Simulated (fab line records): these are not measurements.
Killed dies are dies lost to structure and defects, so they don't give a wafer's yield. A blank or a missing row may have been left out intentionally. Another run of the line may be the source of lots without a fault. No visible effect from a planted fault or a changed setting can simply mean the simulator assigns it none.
Which tool was responsible? ; flow sky130 ; 11 lots with 33 wafers sampled at 4 steps, on a route of 708 steps

== WHAT THE GAUGES READ, wafer by wafer ==
SKY_VIA3_THK_MEAS_01.
lot;measured;on;VIA3_HDPCVD_THK (nm)
L587;day 38 11:43;filmMetro-01;1611 1611 1610
L589;day 38 21:02;filmMetro-01;1651 1624 1644
L590;day 39 02:46;filmMetro-01;1624 1630 1606
L591;day 39 20:14;filmMetro-03;1630 1632 1621
L592;day 39 23:24;filmMetro-03;1658 1652 1643
L593;day 40 03:54;filmMetro-02;1657 1644 1637
L597;day 41 14:12;filmMetro-01;1655 1640 1638
L598;day 41 22:46;filmMetro-01;1640 1649 1641
L599;day 42 01:29;filmMetro-01;1656 1665 1667
L601;day 42 15:08;filmMetro-01;1716 1722 1744
L602;day 42 16:45;filmMetro-03;1709 1716 1703

== WHICH TOOL RAN EACH LOT (tool, then ch and the chambers of the sampled wafers, then the start) ==
lot;SKY_METAL3_SPUTTER_04;SKY_METAL3_STRIP_19;SKY_VIA3_HDPCVD_00
L587;pvdSputter-02, day 36 06:58;plasmaAsher-01 ch 1, day 38 10:56;hdpcvd-02 ch 0,2, day 38 11:32
L589;pvdSputter-03, day 36 16:34;plasmaAsher-01 ch 0,1, day 38 20:16;hdpcvd-01 ch 0,1, day 38 20:51
L590;pvdSputter-02, day 36 21:59;plasmaAsher-04 ch 0,1, day 39 02:01;hdpcvd-01 ch 1,2, day 39 02:36
L591;pvdSputter-02, day 37 15:22;plasmaAsher-02 ch 0,1, day 39 19:29;hdpcvd-01 ch 0,1,2, day 39 20:04
L592;pvdSputter-02, day 37 18:32;plasmaAsher-01 ch 0,1, day 39 22:38;hdpcvd-01 ch 0,2, day 39 23:13
L593;pvdSputter-02, day 37 23:59;plasmaAsher-01 ch 0,1, day 40 03:08;hdpcvd-01 ch 1,2, day 40 03:43
L597;pvdSputter-03, day 39 11:34;plasmaAsher-02 ch 0,1, day 41 13:25;hdpcvd-02 ch 0,1,2, day 41 14:01
L598;pvdSputter-02, day 39 19:37;plasmaAsher-02 ch 0,1, day 41 21:58;hdpcvd-01 ch 0,1,2, day 41 22:35
L599;pvdSputter-02, day 39 23:03;plasmaAsher-02 ch 0,1, day 42 00:44;hdpcvd-01 ch 0,2, day 42 01:18
L601;pvdSputter-03, day 40 12:53;plasmaAsher-02 ch 0,1, day 42 13:52;hdpcvd-01 ch 0,1, day 42 14:58
L602;pvdSputter-04, day 40 14:26;plasmaAsher-04 ch 0,1, day 42 15:55;hdpcvd-01 ch 0,2, day 42 16:34
- SKY_METAL3_SPUTTER_04: material TiN, target thk 70 nm, time 58.3 s.
- SKY_METAL3_STRIP_19: strips in O2/N2.
- SKY_VIA3_HDPCVD_00: deposits SiO2, target thk 1635 nm, time 272.5 s.

== THE ANSWER, worked out from the rows above alone ==
Rule: usual is defined by the lots themselves. Put in order of their means at a reading, lots are off if they are a third of the lots or fewer, leave a main group of 4 or more, and stand apart from it by a gap of 3 or more times the standard deviation of the main group's means; of several such gaps the widest counts. A main group is skipped when, at the precision printed for the reading in the tables above, its means are all equal. A lot without any number at a reading at which 4 lots or more have one is off too. Where the step has rows for the other lots, those lots are counted as sound.
Off: L601, L602, at SKY_VIA3_THK_MEAS_01 (VIA3_HDPCVD_THK). The main group has a mean of 1638 nm with a standard deviation of 15.
If a tool, at a process step before that reading, ran all the lots that are off and no sound lot after the first of them, it fits. Gauges at SKY_VIA3_THK_MEAS_01: tried the same way as those tools. One candidate fits, namely hdpcvd-01 at SKY_VIA3_HDPCVD_00. A fault onset in the window from L599 (day 42 01:18, its last sound lot) to L601 (day 42 14:58, its first lot off) fits.

== WHAT THE SIMULATOR HAD PUT IN ==
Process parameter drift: hdpcvd-01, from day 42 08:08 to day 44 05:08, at SKY_VIA3_HDPCVD_00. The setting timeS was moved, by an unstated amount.
Shown lots that were struck: L601, L602. This agrees with what the rule above found.
